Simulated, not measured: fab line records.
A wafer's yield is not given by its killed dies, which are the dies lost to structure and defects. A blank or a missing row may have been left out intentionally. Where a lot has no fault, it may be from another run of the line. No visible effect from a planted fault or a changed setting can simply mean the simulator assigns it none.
A lot that was struck, set against a sound lot | flow sky130 | 15 steps out of a route of 708
Sound: wafers L592.3, L592.5, L592.6. Wafers L604.2, L604.4, L604.5 were the ones struck. Last of all comes the cause.
Per side, at each step with rows, come the tool, then ch with its chambers, and then its first start. Under that, the readings that differ: sound wafers | struck wafers | difference of the means | sigmas: that difference in standard deviations of wafers without a fault.
alike: readings whose means differ by less than 2 such deviations, and words and numbers that are the same on both sides. not compared: withheld readings, readings that some wafer has no value for, bounds like >300 that may hide the same value, and numbers for which the record gives no deviation and whose values overlap.
A row with sigmas, a row that says differs or no value, or rows on one side alone: a step with any of these is where the two part. Numbers that have no deviation but don't overlap get no sigmas and don't part them. A reading that every wafer of one side lacks parts them only if that side has two wafers or more.

SKY_SPACER_THK_MEAS_01:
  sound: film_metro-02 at day 24 01:07; struck: film_metro-03 at day 28 13:05
  alike: SPACER_CVD_00_THK
SKY_SPACER_ETCHBACK_02: etches Si3N4 in CH3F/O2, stops on SiO2, time 46.7 s, target depth 45 nm.
  sound on rie_diel-02 ch 1,2, day 24 01:09; struck on rie_diel-03 ch 0,1,2, day 28 13:08
  alike: O2_flow_sccm, drypump_motor_current_A, oes_product_au, throttle_valve_pct
  not compared: rf_hours_counter_h
then, 8 steps without rows for these wafers: SKY_POLY_CUT_DEHYDRATE_00 (time 60 s); SKY_POLY_CUT_HMDS_01 (prime time 60 s); SKY_POLY_CUT_COAT_02 (resist thk 60 nm); SKY_POLY_CUT_COAT_03 (resist thk 450 nm); SKY_POLY_CUT_SOFTBAKE_04 (time 90 s); SKY_POLY_CUT_EXPOSE_05 (exposes mask NPCM, target cd 270 nm); SKY_POLY_CUT_PEB_06; SKY_POLY_CUT_DEVELOP_07 (develop time 60 s).
SKY_POLY_CUT_CD_MEAS_08: target cd 270 nm.
  sound: cd_sem-01 at day 25 08:14; struck: cd_sem-01 at day 29 17:52
  alike: cd_nm
SKY_POLY_CUT_OVL_MEAS_09:
  sound: overlay-02 at day 25 08:20; struck: overlay-02 at day 29 17:58
  alike: POLY_CUT_OVL
SKY_POLY_CUT_ETCH_10: etches BARC in N2/H2, stops on SiO2, time 45.9 s, target depth 60 nm.
  sound on rie_diel-02 ch 0,3, day 25 08:21; struck on rie_diel-03 ch 3, day 29 18:00
  reading                                    | sound             | struck            | difference | sigmas
  oes_product_au (a.u.)                      | 0.863 0.852 0.860 | 0.836 0.832 0.831 | -0.025     | -5
  run_length_s (s)                           | 74.2 74.0 73.8    | 76.0 76.0 76.1    | +2.0       | +4
  model.SiO2_of_SONOS_ONO_CVD_04.thk_nm (nm) | 4.265 4.336 4.248 | 4.085 4.143 4.116 | -0.168     |
  alike: drypump_motor_current_A, throttle_valve_pct
  not compared: rf_hours_counter_h
SKY_POLY_CUT_ETCH_11: etches Si3N4 in CF4/CH2F2/Ar, stops on poly-Si, time 42.5 s, target depth 60 nm.
  sound on rie_diel-02 ch 0,3, day 25 08:24; struck on rie_diel-03 ch 3, day 29 18:04
  alike: drypump_motor_current_A, oes_product_au, run_length_s, throttle_valve_pct
  not compared: rf_hours_counter_h
-- the record jumps here: 20 days lie between the struck wafers' starts before and after (it left off in module POLY_CUT and takes up again in module PAD_OPEN, whose first step shown is number 708 of the route) --
SKY_PAD_OPEN_PROBE_99:
  only the struck wafers here have rows in the record (prober-02, day 49 18:01); the sound ones have none

## WHERE THEY PART
Earliest at SKY_POLY_CUT_ETCH_10; latest, in this record, at SKY_PAD_OPEN_PROBE_99.

WHY: whatever the simulator had introduced
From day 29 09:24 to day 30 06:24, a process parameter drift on rie_diel-03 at SKY_POLY_CUT_ETCH_10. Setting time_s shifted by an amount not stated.
